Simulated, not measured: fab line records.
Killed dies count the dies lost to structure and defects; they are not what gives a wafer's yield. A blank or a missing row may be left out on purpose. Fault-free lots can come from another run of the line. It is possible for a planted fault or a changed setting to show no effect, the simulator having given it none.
fab line records	flow sky130
record: lots: 6	wafers: 18	last-day: 49
route steps=708 shown POLY_CUT@314 SD_P@320 PAD_OPEN@708
lots that met no fault: from a run of the same line without faults
start-h: hours from the record's first day to the start of the lot's first wafer shown	wait-h: how many hours have passed since the lot's step before this one	" repeats the value in the row above	L1.1+2: one row covering several wafers at once	- no value, or no start given	* or withheld: withheld	< > ~ a bound
route shown NAME@n: a module of which the file shows steps, and the number in the route of the first	usual: mean and standard deviation over wafers with no fault	same: alike in all rows	chamber/n: place in a boat	sites: per-site readings	_std_site: the standard deviation of these	_edge_site: inner sites' mean taken away from outer sites' mean	radius-mm: for every site, how far away it sits from the centre of the wafer	mask NAME#n: copy n	behind: the most recent tool/chamber to have shaped the wafer	hold: why the lot was held/for how many hours/how that ended	device: which transistor (n, p or np) failed to switch	end of line: the tests these same wafers got at the end of their route	a step with no rows: only its recipe	killed: at the first sort, the dies lost to defects and structure; wafer yield is something else	map: the dies of a wafer, with x for killed, . for not killed, _ for no die there
set.NAME: the setting as run; set.NAME@STEP: as run at that earlier step	model.NAME: the simulator's own value behind a step, which no gauge read
lots seen at some steps along the route; tables by step, rows by wafer
services: the hour from which a tool's chamber was out of use, counted from the record's first day as start-h (under 0 if before that day), plus the number of hours and why
== steps ==
step: SKY_POLY_CUT_DEVELOP_07
recipe: develop-time-s: 60	resist: KrF-thick	dev-temp-c: 21
step: SKY_POLY_CUT_CD_MEAS_08
recipe: target-cd-nm: 270
usual: cd-nm: 269.9/1.4
lot.wafer	tool	chamber	start-h	wait-h	cd-nm
L727.1	cd-sem-02	-	573.47	-	267.7
L727.2	"	-	"	"	269.2
L727.3	"	-	"	"	268.3
L732.2	cd-sem-02	-	611.86	-	269.6
L732.3	"	-	"	"	268.9
L732.6	"	-	"	"	267.0
L736.1	cd-sem-01	-	651.02	-	271.9
L736.5	"	-	"	"	269.9
L736.6	"	-	"	"	271.3
L737.2	cd-sem-01	-	655.74	-	269.8
L737.3	"	-	"	"	270.0
L737.6	"	-	"	"	268.8
L742.1	cd-sem-02	-	708.75	-	272.4
L742.3	"	-	"	"	269.8
L742.5	"	-	"	"	271.8
L743.2	cd-sem-01	-	715.97	-	272.4
L743.4	"	-	"	"	270.5
L743.6	"	-	"	"	269.9
step: SKY_POLY_CUT_OVL_MEAS_09
usual: POLY_CUT_OVL: 0/5.8
lot.wafer	tool	chamber	start-h	wait-h	POLY_CUT_OVL[nm]
L727.1	overlay-02	-	573.59	0.1	-2
L727.2	"	-	"	"	-7
L727.3	"	-	"	"	-4
L732.2	overlay-01	-	611.97	0.1	10
L732.3	"	-	"	"	2
L732.6	"	-	"	"	3
L736.1	overlay-01	-	651.14	0.1	-4
L736.5	"	-	"	"	-6
L736.6	"	-	"	"	-5
L737.2	overlay-02	-	655.84	0.1	1
L737.3	"	-	"	"	-4
L737.6	"	-	"	"	-1
L742.1	overlay-01	-	708.87	0.1	-10
L742.3	"	-	"	"	-10
L742.5	"	-	"	"	-13
L743.2	overlay-01	-	716.07	0.1	-2
L743.4	"	-	"	"	0
L743.6	"	-	"	"	3
step: SKY_POLY_CUT_ETCH_10
recipe: chemistry: N2/H2	target: BARC	ion-energy-ev: 200	source-w: 500	bias-w: 98.83	pressure-mtorr: 30	n2-flow-sccm: 100	h2-flow-sccm: 200	stop-on: SiO2	time-s: 45.9	target-depth-a: 600
usual: drypump-motor-current-A: 5.5/0.39	oes-product-au: 0.855/0.0046	throttle-valve-pct: 13.225/0.0087
same: time-s: 45.9
lot.wafer	tool	chamber	start-h	wait-h	drypump-motor-current-A	oes-product-au	rf-hours-counter-h	throttle-valve-pct
L727.1	rie-diel-01	0	573.62	0.0	5.0	0.851	10	13.220
L727.2	"	3	"	"	5.3	0.858	29	13.228
L727.3	"	1	"	"	6.1	0.855	72	13.232
L732.2	rie-diel-03	3	612.00	0.0	5.5	0.849	16	13.219
L732.3	"	0	"	"	5.6	0.858	0	13.229
L732.6	"	0	"	"	5.6	0.858	-	13.225
L736.1	rie-diel-04	2	651.17	0.0	5.5	0.846	8	13.215
L736.5	"	3	"	"	5.4	0.853	-	13.225
L736.6	"	1	"	"	6.2	0.854	-	13.232
L737.2	rie-diel-03	0	655.87	0.0	5.6	0.843	1	13.235
L737.3	"	2	"	"	5.8	0.853	2	13.217
L737.6	"	3	"	"	5.6	0.853	-	13.212
L742.1	rie-diel-01	1	708.90	0.0	6.1	0.863	2	13.233
L742.3	"	3	"	"	5.3	0.853	33	13.233
L742.5	"	0	"	"	5.0	0.858	-	13.223
L743.2	rie-diel-03	2	716.10	0.0	5.7	0.857	3	13.246
L743.4	"	2	"	"	5.8	0.851	-	13.232
L743.6	"	0	"	"	5.6	0.850	-	13.230
step: SKY_POLY_CUT_ETCH_11
recipe: target: Si3N4	chemistry: CF4/CH2F2/Ar	stop-on: poly-Si	source-w: 600	bias-w: 150	pressure-mtorr: 40	cf4-flow-sccm: 40	ch2f2-flow-sccm: 20	Ar_flow_sccm: 150	time-s: 42.5	target-depth-a: 600
usual: drypump-motor-current-A: 5.5/0.39	mfc-ar-sccm: 150.0/0.41	oes-product-au: 0.830/0.0056	throttle-valve-pct: 14.993/0.009
same: time-s: 42.5
lot.wafer	tool	chamber	start-h	wait-h	drypump-motor-current-A	mfc-ar-sccm	oes-product-au	rf-hours-counter-h	throttle-valve-pct
L727.1	rie-diel-01	0	573.66	0.0	4.9	150.0	0.824	10	14.989
L727.2	"	3	"	"	5.3	149.9	0.834	29	14.987
L727.3	"	1	"	"	6.1	150.0	0.828	72	14.989
L732.2	rie-diel-03	3	612.04	0.0	5.5	150.1	0.824	16	14.993
L732.3	"	0	"	"	5.7	150.1	0.824	0	14.983
L732.6	"	0	"	"	5.6	150.2	0.831	-	14.984
L736.1	rie-diel-04	2	651.21	0.0	5.5	149.9	0.831	8	14.987
L736.5	"	3	"	"	5.4	150.1	0.828	-	15.002
L736.6	"	1	"	"	6.2	150.3	0.828	-	14.999
L737.2	rie-diel-03	0	655.91	0.0	5.6	150.1	0.830	1	14.982
L737.3	"	2	"	"	5.8	149.7	0.838	2	14.999
L737.6	"	3	"	"	5.6	149.9	0.830	-	14.997
L742.1	rie-diel-01	1	708.95	0.0	6.1	150.5	0.826	2	14.982
L742.3	"	3	"	"	5.3	150.1	0.821	33	15.001
L742.5	"	0	"	"	5.0	149.7	0.816	-	14.985
L743.2	rie-diel-03	2	716.15	0.0	5.7	150.1	0.826	3	15.009
L743.4	"	2	"	"	5.8	150.3	0.830	-	15.002
L743.6	"	0	"	"	5.6	150.1	0.826	-	14.985
step: SKY_POLY_CUT_STRIP_12
recipe: chemistry: O2/N2	power-w: 1400	pressure-mtorr: 1500	platen-temp-c: withheld	o2-flow-sccm: 3000	n2-flow-sccm: 300	overash-fraction: 0.5
usual: drypump-motor-current-A: 5.9/0.3	o2-flow-sccm: 2999/10	oes-product-au: 0.453/0.0052	strip-time-to-endpoint-s: 5.352/0.018
lot.wafer	tool	chamber	start-h	wait-h	drypump-motor-current-A	o2-flow-sccm	oes-product-au	rf-hours-counter-h	strip-time-to-endpoint-s
L727.1	plasma-asher-04	0	573.70	0.0	5.3	2997	0.448	76	5.376
L727.2	"	1	"	"	5.7	2984	0.451	76	5.354
L727.3	"	0	"	"	5.3	2993	0.454	-	5.368
L732.2	plasma-asher-02	0	612.08	0.0	5.7	3006	0.453	46	5.340
L732.3	"	1	"	"	6.3	2993	0.450	-	5.322
L732.6	"	1	"	"	6.3	2980	0.447	-	5.340
L736.1	plasma-asher-02	1	651.25	0.0	6.2	2991	0.459	50	5.352
L736.5	"	0	"	"	5.7	3010	0.452	-	5.349
L736.6	"	1	"	"	6.2	2998	0.456	-	5.322
L737.2	plasma-asher-02	1	655.95	0.0	6.2	3001	0.442	50	5.378
L737.3	"	1	"	"	6.2	3003	0.452	-	5.363
L737.6	"	0	"	"	5.7	3004	0.459	-	5.373
L742.1	plasma-asher-02	1	708.99	0.0	6.3	2993	0.449	55	5.345
L742.3	"	1	"	"	6.2	2994	0.454	-	5.347
L742.5	"	1	"	"	6.2	2987	0.456	-	5.357
L743.2	plasma-asher-03	0	716.19	0.0	5.9	3020	0.451	102	5.326
L743.4	"	0	"	"	5.9	3002	0.448	-	5.316
L743.6	"	0	"	"	6.0	3012	0.449	-	5.313
step: SKY_SD_P_DEHYDRATE_00
recipe: temp-c: 200	time-s: 60
step: SKY_SD_P_HMDS_01
recipe: prime-time-s: 60	prime-temp-c: 120
step: SKY_SD_P_COAT_02
recipe: resist: NOVOLAK	spin-rpm: 3000	resist-thk-nm: 1140
step: SKY_SD_P_SOFTBAKE_03
recipe: temp-c: 90	time-s: 60	resist: NOVOLAK
step: SKY_SD_P_EXPOSE_04
recipe: mask-id: PSDM	na: 0.6	source-shape: conventional	sigma-outer: 0.6	polarization: unpolarized	target-cd-nm: 380	dose-mj: 138
step: SKY_SD_P_PEB_05
recipe: temp-c: withheld	time-s: *	resist: NOVOLAK
step: SKY_SD_P_DEVELOP_06
recipe: resist: NOVOLAK	developer: TMAH	develop-time-s: 60	dev-temp-c: 23
lot.wafer	tool	chamber	start-h	wait-h
L727.1+2+3	litho-track-04	0	602.62	0.1
L732.2+3+6	litho-track-02	0	641.22	0.1
L736.1+5+6	litho-track-04	0	679.37	0.1
L737.2+3+6	litho-track-04	0	684.64	0.1
L742.1+3+5	litho-track-01	0	736.08	0.1
L743.2+4+6	litho-track-01	0	742.95	0.1
step: SKY_SD_P_CD_MEAS_07
recipe: target-cd-nm: 380
usual: cd-nm: 379.8/2.3
lot.wafer	tool	chamber	start-h	wait-h	cd-nm
L727.1	cd-sem-01	-	602.77	0.1	381.0
L727.2	"	-	"	"	380.3
L727.3	"	-	"	"	379.6
L732.2	cd-sem-01	-	641.37	0.1	383.1
L732.3	"	-	"	"	381.1
L732.6	"	-	"	"	384.1
L736.1	cd-sem-02	-	679.52	0.1	365.7
L736.5	"	-	"	"	366.6
L736.6	"	-	"	"	366.6
L737.2	cd-sem-02	-	684.79	0.1	368.5
L737.3	"	-	"	"	367.9
L737.6	"	-	"	"	369.1
L742.1	cd-sem-01	-	736.23	0.1	383.1
L742.3	"	-	"	"	382.0
L742.5	"	-	"	"	381.6
L743.2	cd-sem-01	-	743.10	0.1	377.5
L743.4	"	-	"	"	376.8
L743.6	"	-	"	"	379.8
step: SKY_SD_P_OVL_MEAS_08
usual: SD_P_OVL: 0.3/1.2
lot.wafer	tool	chamber	start-h	wait-h	SD_P_OVL[nm]
L727.1	overlay-01	-	602.89	0.1	3.7
L727.2	"	-	"	"	3.0
L727.3	"	-	"	"	2.9
L732.2	overlay-02	-	641.47	0.1	-0.9
L732.3	"	-	"	"	-0.7
L732.6	"	-	"	"	-0.7
L736.1	overlay-02	-	679.64	0.1	0.9
L736.5	"	-	"	"	0.1
L736.6	"	-	"	"	-0.5
L737.2	overlay-01	-	684.89	0.1	1.3
L737.3	"	-	"	"	0.5
L737.6	"	-	"	"	0.4
L742.1	overlay-02	-	736.35	0.1	1.0
L742.3	"	-	"	"	1.2
L742.5	"	-	"	"	1.3
L743.2	overlay-01	-	743.20	0.1	-0.5
L743.4	"	-	"	"	0.4
L743.6	"	-	"	"	1.3
step: SKY_PAD_OPEN_PROBE_99
usual: killed_at_M0_to_M3: 42/6.3	killed_at_M4_up: 2.8/1.9	killed-at-contacts: 23/5.3	killed-at-front-end: 16/4.3	killed-at-other: 0.2/0.51	killed-dies: 84/9.3	killed-open: 46/7.6	killed-short: 38/6.3
same: gross-dies: 492	killed-at-back-side: 0
lot.wafer	tool	chamber	start-h	wait-h	killed_at_M0_to_M3	killed_at_M4_up	killed-at-contacts	killed-at-front-end	killed-at-other	killed-dies	killed-open	killed-short
L743.2	prober-02	-	1185.95	0.1	51	3	21	12	1	88	55	33
L743.4	prober-02	-	1186.05	0.2	47	1	19	14	0	81	38	43
L743.6	prober-02	-	1186.15	0.2	46	1	14	11	0	72	42	30
killed by level:class
L743.2 CONTACT:geometric-particle:open=9 LI_CONTACT:geometric-particle:open=8 VIA2:geometric-particle:open=8 METAL2:geometric-particle:short=8 VIA3:geometric-particle:open=8 VIA1:geometric-particle:open=7 FIELD_ISO:geometric-particle:short=5 METAL3:geometric-particle:short=5
L743.4 METAL2:geometric-particle:short=8 VIA1:geometric-particle:open=7 VIA3:geometric-particle:short=7 LI_CONTACT:geometric-particle:open=6 VIA2:geometric-particle:open=6 POLY_GATE:geometric-particle:open=5 CONTACT:geometric-particle:short=5 VIA3:geometric-particle:open=5
L743.6 VIA3:geometric-particle:open=10 VIA2:geometric-particle:open=9 VIA1:geometric-particle:open=7 LI_CONTACT:geometric-particle:open=6 METAL1:geometric-particle:short=4 VIA3:geometric-particle:short=4 METAL3:geometric-particle:short=4 FIELD_ISO:geometric-particle:open=3
== services ==
tool	chamber	start-h	hours	kind
plasma-asher-02	-	551.50	1.8	repair
rie-diel-01	2	552.24	23.5	repair
rie-diel-03	2	556.99	-	clean
rie-diel-03	2	556.99	20.9	scheduled-down
rie-diel-03	2	556.99	20.9	vent-cycle
rie-diel-01	1	562.32	5.9	repair
plasma-asher-02	-	568.99	3.5	repair
rie-diel-03	-	573.81	0.8	repair
rie-diel-01	1	575.39	8.5	repair
rie-diel-03	0	577.89	-	clean
rie-diel-03	0	577.89	15.2	scheduled-down
rie-diel-03	0	577.89	15.2	vent-cycle
rie-diel-01	1	609.26	-	clean
plasma-asher-04	-	615.03	3.9	repair
rie-diel-01	-	627.18	2.8	pm
plasma-asher-04	-	666.31	0.5	repair
rie-diel-01	0	672.63	13.6	repair
rie-diel-04	1	676.55	17.4	repair
rie-diel-03	1	678.69	3.0	repair
rie-diel-04	0	701.90	3.7	repair
rie-diel-01	-	712.34	0.4	repair
rie-diel-03	1	713.13	6.5	repair
plasma-asher-03	-	733.75	9.0	pm
rie-diel-04	1	734.56	3.8	repair
== key ==
first-sign: step: SKY_SD_P_CD_MEAS_07	reading: cd-nm	direction: down	sigmas: 5.4	usual: 379.8	struck: 367.4
effect none on later readings
met-at SKY_SD_P_DEVELOP_06
struck-wafers L736.1,L736.5,L736.6,L737.2,L737.3,L737.6
tester-left-out L736,L737
onset-between 602.62 679.37
fault: kind: process-parameter-drift	tool: litho-track-04	chamber: -	onset-h: 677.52	steps: SKY_SD_P_DEVELOP_06	channel: develop-time-s	offset: *	shape: step	end-h: 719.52	acts-in: *	stated: *
tester-left-out: of these lots the tester's yield and bins aren't shown, on N5 and GAA mostly nor the transistor test; their killed dies are dies lost to structure and defects alone, not to doping, threshold or leakage, so they don't give the yield
